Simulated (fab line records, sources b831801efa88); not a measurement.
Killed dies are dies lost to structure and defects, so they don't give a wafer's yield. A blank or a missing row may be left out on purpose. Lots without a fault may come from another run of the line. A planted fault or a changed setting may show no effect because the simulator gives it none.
Which tool did it? | flow sky130 | 12 lots, 36 wafers sampled, at 4 steps of a route of 708

WHAT THE GAUGES READ, wafer by wafer
SKY_NWELL_RS_MEAS_29: measures by four-point-probe. Usual: NWELL_RS 624.4 ohm/sq, standard deviation 1.6.
lot  | measured     | on            | NWELL_RS (ohm/sq) | flag
L781 | day 5 10:40  | film_metro-01 | 623.1 624.1 623.0 |
L782 | day 6 02:14  | film_metro-04 | 624.7 624.9 624.2 |
L783 | day 6 03:00  | film_metro-01 | 625.1 623.8 627.5 |
L784 | day 6 13:45  | film_metro-02 | 622.1 621.5 621.9 |
L788 | day 7 03:43  | film_metro-04 | 624.9 625.6 624.3 |
L793 | day 8 15:49  | film_metro-01 | 625.5 624.9 625.2 |
L796 | day 9 07:33  | film_metro-01 | 624.9 626.8 627.2 |
L799 | day 9 21:42  | film_metro-01 | 624.1 624.9 625.6 |
L800 | day 10 12:55 | film_metro-01 | 626.8 625.5 623.9 |
L801 | day 11 01:13 | film_metro-04 | 623.5 624.4 623.3 |
L803 | day 11 12:58 | film_metro-02 | 622.3 622.1 623.1 |
L802 | day 11 13:26 | film_metro-04 | 624.0 623.4 623.6 |

SKY_VT_ADJUST_NCORE_TW_MEAS_11. Usual: VT_ADJUST_NCORE_TW 220.9, standard deviation 1.3.
lot  | measured     | on            | VT_ADJUST_NCORE_TW | flag
L781 | day 8 16:00  | film_metro-03 | 221.0 219.5 220.3  |
L782 | day 9 06:26  | film_metro-04 | 221.7 222.2 222.5  |
L783 | day 9 08:58  | film_metro-04 | 234.7 236.3 237.2  | OFF
L784 | day 9 20:44  | film_metro-02 | 219.0 219.9 218.3  |
L788 | day 10 15:05 | film_metro-03 | 233.3 233.9 234.1  | OFF
L793 | day 12 08:28 | film_metro-03 | 221.3 220.5 221.4  |
L796 | day 13 06:02 | film_metro-03 | 220.5 220.6 219.5  |
L799 | day 13 21:25 | film_metro-03 | 219.8 219.5 220.0  |
L800 | day 14 15:39 | film_metro-03 | 221.2 220.6 220.7  |
L801 | day 15 08:12 | film_metro-04 | 223.8 223.7 222.3  |
L803 | day 15 20:53 | film_metro-03 | 220.5 219.6 219.4  |
L802 | day 15 21:51 | film_metro-03 | 218.7 219.2 218.3  |

SKY_LOCAL_INTERCONNECT_CD_MEAS_11: target cd 170 nm. Usual: cd_nm 169.7 nm, standard deviation 1.5.
lot  | measured     | on        | cd_nm (nm)        | flag
L781 | day 30 05:55 | cd_sem-02 | 167.8 168.6 168.2 |
L782 | day 30 19:07 | cd_sem-01 | 169.5 169.1 168.8 |
L783 | day 31 01:04 | cd_sem-02 | 167.8 168.1 169.4 |
L784 | day 31 16:04 | cd_sem-01 | 168.2 169.2 168.6 |
L788 | day 32 18:29 | cd_sem-01 | 169.4 169.5 168.9 |
L793 | day 34 13:41 | cd_sem-01 | 172.3 171.4 172.9 |
L796 | day 35 09:14 | cd_sem-02 | 168.9 169.2 170.2 |
L799 | day 35 22:39 | cd_sem-01 | 170.8 169.7 168.7 |
L800 | day 36 21:54 | cd_sem-02 | 169.6 170.3 168.3 |
L801 | day 37 08:43 | cd_sem-02 | 172.8 172.8 171.2 |
L803 | day 37 17:02 | cd_sem-02 | 171.9 172.3 171.3 |
L802 | day 38 02:38 | cd_sem-01 | 167.1 166.3 166.5 |

WHICH TOOL RAN EACH LOT (tool, then ch and the chambers of the sampled wafers, then the start)
lot  | SKY_VT_ADJUST_NCORE_IMPLANT_09
L781 | implanter-04 ch 0, day 8 15:45
L782 | implanter-04 ch 0, day 9 06:12
L783 | implanter-04 ch 0, day 9 08:43
L784 | implanter-02 ch 0, day 9 20:29
L788 | implanter-04 ch 0, day 10 14:51
L793 | implanter-03 ch 0, day 12 08:13
L796 | implanter-03 ch 0, day 13 05:48
L799 | implanter-04 ch 0, day 13 21:12
L800 | implanter-04 ch 0, day 14 15:24
L801 | implanter-03 ch 0, day 15 07:57
L803 | implanter-02 ch 0, day 15 20:39
L802 | implanter-04 ch 0, day 15 21:38
- SKY_VT_ADJUST_NCORE_IMPLANT_09

WHAT THE TOOLS THEMSELVES READ (means of the sampled wafers that have a number; where no wafer has one, the mark that the record gives instead)
SKY_VT_ADJUST_NCORE_IMPLANT_09. Usual: beam_energy_keV 10.000, standard deviation 0.0034.
lot  | tool         | beam_energy_keV | flag
L781 | implanter-04 | 9.997           |
L782 | implanter-04 | 10.000          |
L783 | implanter-04 | 13.191          | OFF
L784 | implanter-02 | 10.000          |
L788 | implanter-04 | 13.188          | OFF
L793 | implanter-03 | 10.001          |
L796 | implanter-03 | 9.998           |
L799 | implanter-04 | 10.000          |
L800 | implanter-04 | 10.003          |
L801 | implanter-03 | 9.999           |
L803 | implanter-02 | 9.997           |
L802 | implanter-04 | 9.998           |

THE ANSWER, worked out from the rows above alone
Rule: a lot is off if the mean of its wafers that have a number lies more than 3 standard deviations from the usual mean. A lot without any number at a reading at which 4 lots or more have one is off too. The other lots that the step has rows for count as sound. The gauges are gone through in route order, then the tools' own readings, and for those a lot's mean is taken as printed above. The first step at which some lot is off is used, and at that step the reading that is off furthest; a lot without a number counts as furthest.
Off: L783, L788, at SKY_VT_ADJUST_NCORE_TW_MEAS_11 (VT_ADJUST_NCORE_TW).
A tool fits if, at a process step before that reading, it ran every lot that is off, and no sound lot after the first of them. The gauges at SKY_VT_ADJUST_NCORE_TW_MEAS_11 aren't tried: what is off there is off at SKY_VT_ADJUST_NCORE_IMPLANT_09 too, on other tools, and a gauge's error can't cause that. None of those tried fits.

WHAT THE SIMULATOR HAD PUT IN
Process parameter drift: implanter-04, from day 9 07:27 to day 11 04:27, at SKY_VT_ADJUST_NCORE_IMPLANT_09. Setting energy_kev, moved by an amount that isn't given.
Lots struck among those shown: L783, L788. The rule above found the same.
